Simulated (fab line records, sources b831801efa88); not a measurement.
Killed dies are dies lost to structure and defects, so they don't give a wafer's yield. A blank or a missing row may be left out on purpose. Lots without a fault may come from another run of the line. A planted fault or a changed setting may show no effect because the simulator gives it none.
A struck lot beside a sound one | flow gf180mcu | 16 steps out of a route of 602
Sound: wafers L521.1, L521.3, L521.5. Struck: wafers L527.1, L527.3, L527.6. The cause comes at the end.
At each step with rows: each side's tool, then ch and its chambers, then its first start. Under that, the readings that differ: sound wafers | struck wafers | difference of the means | sigmas: that difference in standard deviations of wafers without a fault.
alike: readings whose means differ by less than 2 such deviations, and words and numbers that are the same on both sides. not compared: withheld readings, readings that some wafer has no value for, bounds like >300 that may hide the same value, and numbers for which the record gives no deviation and whose values overlap.
The two part at a step that has a row with sigmas, a row that says differs or no value, or rows on one side only. Numbers that don't overlap but have no deviation are shown without sigmas and don't part them. A reading that every wafer of one side lacks parts them only if that side has two wafers or more.

first, 3 steps without rows for these wafers: GF_V5_EXPOSE_11 (exposes mask Via5, target cd 260 nm); GF_V5_PEB_12 (peb time 90 s); GF_V5_DEVELOP_13 (develop time 60 s).
GF_V5_CD_MEAS_14: target cd 260 nm.
  sound on cd_sem-02, day 27 06:18; struck on cd_sem-02, day 29 11:51
  alike: cd_nm
GF_V5_OVL_MEAS_15:
  sound on overlay-02, day 27 06:25; struck on overlay-02, day 29 11:58
  alike: V5_OVL
GF_V5_ETCH_16: etches BARC in N2/H2.
  sound on rie_diel-03 ch 0,1, day 27 06:28; struck on rie_diel-03 ch 0,1,2, day 29 12:01
  alike: bias_w, drypump_motor_current_A, oes_product_au, throttle_valve_pct
GF_V5_ETCH_17: etches SiO2 in C4F8/O2/Ar, stops on TiN, target depth 855 nm.
  sound on rie_diel-03 ch 0,1; struck on rie_diel-03 ch 0,1,2
  alike: bias_w, oes_product_au
GF_V5_STRIP_18: strips in O2/N2.
  sound on plasma_asher-01 ch 0,1, day 27 06:37; struck on plasma_asher-02 ch 0,1, day 29 12:10
  reading            | sound       | struck      | difference | sigmas
  heater_power_w (W) | 311 370 307 | 413 393 416 | +78        | +2
  alike: drypump_motor_current_A, oes_product_au
  not compared: rf_hours_counter_h
then, 2 steps without rows for these wafers: GF_V5_STRIP_19 (strips in post etch residue remover, time 1200 s); GF_V5_CLEAN_20 (cleans in DIW).
GF_V5_SPUTTER_21: material Ti, target thk 15 nm, time 80.02 s.
  sound on pvd_sputter-03, day 27 07:09; struck on pvd_sputter-03, day 29 12:41
  alike: throttle_valve_pct
GF_V5_SPUTTER_22: material TiN, target thk 10 nm, time 40 s.
  sound on pvd_sputter-03, day 27 07:13; struck on pvd_sputter-03, day 29 12:45
  alike: throttle_valve_pct
GF_V5_CVD_23: deposits W, target thk 350 nm, time 104.9 s.
  sound on cvd_w-02 ch 0,1, day 27 07:15; struck on cvd_w-02 ch 1, day 29 12:47
  no value came back on the struck wafers for chamber_pressure_Torr (Torr), heater_power_outer_w (W), heater_power_w (W); on the sound wafers chamber_pressure_Torr (Torr) reads 39.96 40.02 39.99
GF_V5_RS_MEAS_24: measures by four-point-probe.
  sound on film_metro-02, day 27 07:22; struck on film_metro-02, day 29 12:54
  reading          | sound             | struck               | difference | sigmas
  V5_W_RS (ohm/sq) | 0.323 0.324 0.323 | 43.948 43.712 43.306 | +43.332    | +99 or more
GF_V5_THK_MEAS_25: measures by xrf.
  sound on film_metro-02, day 27 07:29; struck on film_metro-02, day 29 13:01
  reading       | sound       | struck   | difference | sigmas
  V5_W_THK (nm) | 354 352 353 | <0 <0 <0 | differs    |
GF_V5_CMP_26: polishes, stops on SiO2, t overpolish 15 s, target thk 0 nm.
  sound on cmp-02 ch 1,2,3, day 27 07:32; struck on cmp-02 ch 0,2, day 29 13:08
  reading                | sound    | struck | difference | sigmas
  time_to_endpoint_s (s) | 83 80 82 | 3 0 0  | -81        | -24
  alike: edge_zone_pressure_frac, motor_current_A, retaining_ring_pressure_frac

WHERE THEY PART
First at GF_V5_STRIP_18; last, within this record, at GF_V5_CMP_26.

WHY: what the simulator had put in
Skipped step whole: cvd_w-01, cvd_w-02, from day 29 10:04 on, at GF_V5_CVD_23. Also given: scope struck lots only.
